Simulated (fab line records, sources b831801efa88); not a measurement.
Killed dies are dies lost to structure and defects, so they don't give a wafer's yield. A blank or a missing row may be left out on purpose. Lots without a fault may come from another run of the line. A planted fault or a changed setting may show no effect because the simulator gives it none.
Which tool did it? | flow sky130 | 7 lots, 21 wafers sampled, at 4 steps of a route of 708

WHAT THE GAUGES READ, wafer by wafer
SKY_POLY_GATE_CD_MEAS_22.
lot  | measured     | on        | cd_nm (nm)
L317 | day 16 20:37 | cd_sem-02 | 146.0 147.8 146.2
L320 | day 17 22:25 | cd_sem-01 | - - -
L328 | day 21 01:32 | cd_sem-02 | 151.1 149.8 149.2
L331 | day 22 00:02 | cd_sem-01 | 149.1 149.4 147.8
L333 | day 22 17:08 | cd_sem-02 | 149.4 149.7 147.8
L335 | day 23 19:12 | cd_sem-02 | 150.5 150.7 150.7
L338 | day 24 13:38 | cd_sem-02 | 150.6 153.5 152.1

WHICH TOOL RAN EACH LOT (tool, then ch and the chambers of the sampled wafers, then the start)
lot  | SKY_POLY_GATE_ETCH_15              | SKY_POLY_GATE_ETCH_16              | SKY_POLY_GATE_ETCH_17
L317 | rie_diel-04 ch 0,2,3, day 16 18:52 | rie_diel-04 ch 0,2,3, day 16 18:57 | rie_si-01 ch 2,3, day 16 19:03
L320 | rie_diel-03 ch 1,2,3, day 17 20:31 | rie_diel-03 ch 1,2,3, day 17 20:36 | rie_si-02 ch 1,2,3, day 17 20:42
L328 | rie_diel-02 ch 0,3, day 20 22:34   | rie_diel-02 ch 0,3, day 20 22:39   | rie_si-01 ch 0,1,2, day 20 22:44
L331 | rie_diel-04 ch 1,2,3, day 21 21:50 | rie_diel-04 ch 1,2,3, day 21 21:55 | rie_si-02 ch 1,2, day 21 22:01
L333 | rie_diel-04 ch 2,3, day 22 15:25   | rie_diel-04 ch 2,3, day 22 15:30   | rie_si-02 ch 0,1, day 22 15:35
L335 | rie_diel-03 ch 0,1,2, day 23 17:28 | rie_diel-03 ch 0,1,2, day 23 17:33 | rie_si-02 ch 1,2,3, day 23 17:39
L338 | rie_diel-04 ch 1,2,3, day 24 11:55 | rie_diel-04 ch 1,2,3, day 24 12:00 | rie_si-01 ch 0,1,2, day 24 12:05
- SKY_POLY_GATE_ETCH_15: etches BARC in N2/H2, stops on SiO2, time 118.5 s, target depth 110 nm.
- SKY_POLY_GATE_ETCH_16: etches Si3N4 in CH3F/O2, stops on poly-Si, time 147.5 s, target depth 75 nm.
- SKY_POLY_GATE_ETCH_17: etches poly-Si in HBr/Cl2, stops on SiO2, target depth 180 nm, time 70.5 s.

THE ANSWER, worked out from the rows above alone
Rule: what is usual is taken from the lots themselves. Put in order of their means at a reading, lots are off if they are a third of the lots or fewer, leave a main group of 4 or more, and stand apart from it by a gap of 3 or more times the standard deviation of the main group's means; of several such gaps the widest counts. A main group whose means are all the same, to the digits that the tables above print for the reading, isn't used. A lot without any number at a reading at which 4 lots or more have one is off too. The other lots that the step has rows for count as sound.
Off: L320, at SKY_POLY_GATE_CD_MEAS_22 (cd_nm). Without a number there: L320. The main group: mean 149.5 nm, standard deviation 1.7.
A tool fits if, at a process step before that reading, it ran every lot that is off, and no sound lot after the first of them. The gauges at SKY_POLY_GATE_CD_MEAS_22 are tried like those tools. None of those tried fits.

WHAT THE SIMULATOR HAD PUT IN
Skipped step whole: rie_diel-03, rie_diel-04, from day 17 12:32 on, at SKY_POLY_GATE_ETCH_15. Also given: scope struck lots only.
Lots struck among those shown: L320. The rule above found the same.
